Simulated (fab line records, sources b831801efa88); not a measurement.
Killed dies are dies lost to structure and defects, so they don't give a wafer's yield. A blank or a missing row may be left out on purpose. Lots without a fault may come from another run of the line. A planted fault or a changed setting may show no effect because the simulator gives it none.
Chamber matching | flow sky130 | SKY_FIELD_ISO_ETCH_17 on rie_si-01: 4 sister chambers
The step etches Si in HBr/Cl2/O2, target depth 342 nm, time 97.7 s. 14 wafers are shown with their chamber, then 7 later ones without.

WAFERS WITH THEIR CHAMBER
wafer  | chamber | drypump_motor_current_A (A) | O2_flow_sccm (sccm) | HBr_flow_sccm (sccm)
L405.1 | 3       | 6.1                         | 6.029               | 149.2
L405.3 | 1       | 6.0                         | 5.987               | 150.3
L405.5 | 2       | 5.0                         | 6.023               | 149.4
L408.4 | 2       | 5.0                         | 6.003               | 150.7
L408.5 | 0       | 5.6                         | 5.978               | 149.9
L408.6 | 1       | 6.0                         | 6.002               | 150.3
L412.1 | 2       | 5.0                         | 6.008               | 150.4
L412.5 | 0       | 5.6                         | 6.010               | 150.1
L412.6 | 1       | 6.0                         | 5.990               | 149.4
L413.4 | 1       | 6.0                         | 5.996               | 149.6
L413.5 | 1       | 5.9                         | 5.996               | 150.8
L413.6 | 2       | 5.0                         | 5.985               | 149.9
L414.1 | 0       | 5.6                         | 6.010               | 149.7
L414.2 | 2       | 5.0                         | 6.005               | 150.1

SIGNATURES (means of the wafers above)
reading                 | chamber 0 | chamber 1 | chamber 2 | chamber 3 | scatter within a chamber
drypump_motor_current_A | 5.600     | 5.980     | 5.000     | 6.100     | 0.0283
O2_flow_sccm            | 5.99933   | 5.99420   | 6.00480   | 6.02900   | 0.0125
HBr_flow_sccm           | 149.900   | 150.080   | 150.100   | 149.200   | 0.487
Rule: a wafer's distance from a chamber is the root of the sum, over the readings, of the square of ((its reading less the chamber's mean) divided by the reading's scatter). The wafer belongs to the nearest chamber; if the next one is less than 2 further off, it can't be placed. The scatter: the root of (the sum of the squares of (reading less its chamber's mean) over the shown wafers, divided by (wafers less chambers)).

WAFERS WITHOUT THEIR CHAMBER
wafer  | drypump_motor_current_A (A) | O2_flow_sccm (sccm) | HBr_flow_sccm (sccm)
L414.3 | 6.1                         | 6.030               | 150.8
L425.2 | 5.6                         | 6.012               | 149.7
L425.3 | 6.1                         | 6.011               | 149.9
L425.5 | 5.0                         | 6.020               | 150.3
L427.2 | 5.0                         | 5.998               | 149.7
L427.5 | 6.1                         | 5.976               | 150.0
L427.6 | 5.6                         | 6.016               | 149.9

WHICH CHAMBER EACH WENT THROUGH
wafer  | from the rows above     | in truth
L414.3 | 3                       | 3
L425.2 | 0                       | 0
L425.3 | 3                       | 3
L425.5 | 2                       | 2
L427.2 | 2                       | 2
L427.5 | can't be placed: 1 or 3 | 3
L427.6 | 0                       | 0
Placed correctly: 6 of 7. Can't be placed from these rows: 1 (the true chamber is among the candidates in 1). Placed wrongly: 0.
